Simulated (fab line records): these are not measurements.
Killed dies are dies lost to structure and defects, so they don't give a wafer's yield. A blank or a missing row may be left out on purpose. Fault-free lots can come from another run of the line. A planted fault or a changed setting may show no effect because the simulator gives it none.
The tool behind it: which one? / flow gf180mcu / 12 lots with 36 wafers sampled at 2 steps, on a route of 602 steps

WHAT THE GAUGES READ, wafer by wafer
GF_M4_CD_MEAS_14: target cd 280 nm.
lot=L326; measured=day 23 08:06; on=cd sem-02; cd nm (nm)=279.0 279.4 279.1
lot=L328; measured=day 24 13:55; on=cd sem-01; cd nm (nm)=280.2 280.2 280.5
lot=L330; measured=day 24 18:13; on=cd sem-02; cd nm (nm)=278.3 278.5 277.9
lot=L329; measured=day 24 23:34; on=cd sem-01; cd nm (nm)=280.3 280.1 280.7
lot=L331; measured=day 25 06:10; on=cd sem-01; cd nm (nm)=281.6 282.0 282.0
lot=L333; measured=day 26 00:04; on=cd sem-02; cd nm (nm)=282.4 280.8 280.5
lot=L335; measured=day 26 09:20; on=cd sem-02; cd nm (nm)=280.5 279.7 281.1
lot=L336; measured=day 26 21:25; on=cd sem-02; cd nm (nm)=279.1 279.8 278.9
lot=L337; measured=day 27 01:01; on=cd sem-01; cd nm (nm)=280.5 280.1 280.1
lot=L341; measured=day 28 10:22; on=cd sem-01; cd nm (nm)=279.6 278.3 278.6
lot=L346; measured=day 29 20:38; on=cd sem-01; cd nm (nm)=280.6 280.8 280.3
lot=L348; measured=day 30 05:58; on=cd sem-01; cd nm (nm)=280.0 280.2 279.7

GF_V4_THK_MEAS_01.
lot=L326; measured=day 23 09:01; on=film metro-02; V4_CVD_00_THK (nm)=607 602 585
lot=L328; measured=day 24 14:47; on=film metro-02; V4_CVD_00_THK (nm)=595 593 590
lot=L330; measured=day 24 19:06; on=film metro-04; V4_CVD_00_THK (nm)=601 602 606
lot=L329; measured=day 25 00:30; on=film metro-03; V4_CVD_00_THK (nm)=591 606 595
lot=L331; measured=day 25 07:02; on=film metro-03; V4_CVD_00_THK (nm)=601 597 591
lot=L333; measured=day 26 01:04; on=film metro-04; V4_CVD_00_THK (nm)=619 605 601
lot=L335; measured=day 26 10:16; on=film metro-04; V4_CVD_00_THK (nm)=609 595 612
lot=L336; measured=day 26 22:19; on=film metro-02; V4_CVD_00_THK (nm)=605 595 609
lot=L337; measured=day 27 01:55; on=film metro-03; V4_CVD_00_THK (nm)=609 608 607
lot=L341; measured=day 28 11:17; on=film metro-04; V4_CVD_00_THK (nm)=598 601 601
lot=L346; measured=day 29 21:52; on=film metro-03; V4_CVD_00_THK (nm)=597 588 584
lot=L348; measured=day 30 06:53; on=film metro-02; V4_CVD_00_THK (nm)=600 596 589

WHAT TOOL EACH LOT RAN ON (gives the tool, then ch and the chambers of the sampled wafers, and finally the start)
No process step before these readings appears in the record.

WHAT THE TOOLS THEMSELVES READ (means of the sampled wafers that have a number; where no wafer has one, the mark that the record gives instead)
The record holds no such reading with a usual standard deviation.

THE ANSWER, worked out from the rows above alone
Rule: what is usual is taken from the lots themselves. The widest of any qualifying gaps counts: lots, ordered by their means at a reading, are off when they make up no more than a third of the lots, leave a main group of 4 or more, and stand apart from it by 3 or more times the standard deviation of that group's means. If all means in a main group match to the digits the tables above print for the reading, that group is not used. Also off: a lot with no number at a reading for which 4 or more lots have one. Where the step has rows for the other lots, those lots are counted as sound. First the gauges in route order, then the tools' own readings, where a lot's mean is used as printed above. The first step at which some lot is off is used, and at that step the reading that is off furthest; a lot without a number counts as furthest.
Across all readings shown, no lot is off: no conclusion can be drawn from this.

WHAT HAD BEEN PUT IN BY THE SIMULATOR
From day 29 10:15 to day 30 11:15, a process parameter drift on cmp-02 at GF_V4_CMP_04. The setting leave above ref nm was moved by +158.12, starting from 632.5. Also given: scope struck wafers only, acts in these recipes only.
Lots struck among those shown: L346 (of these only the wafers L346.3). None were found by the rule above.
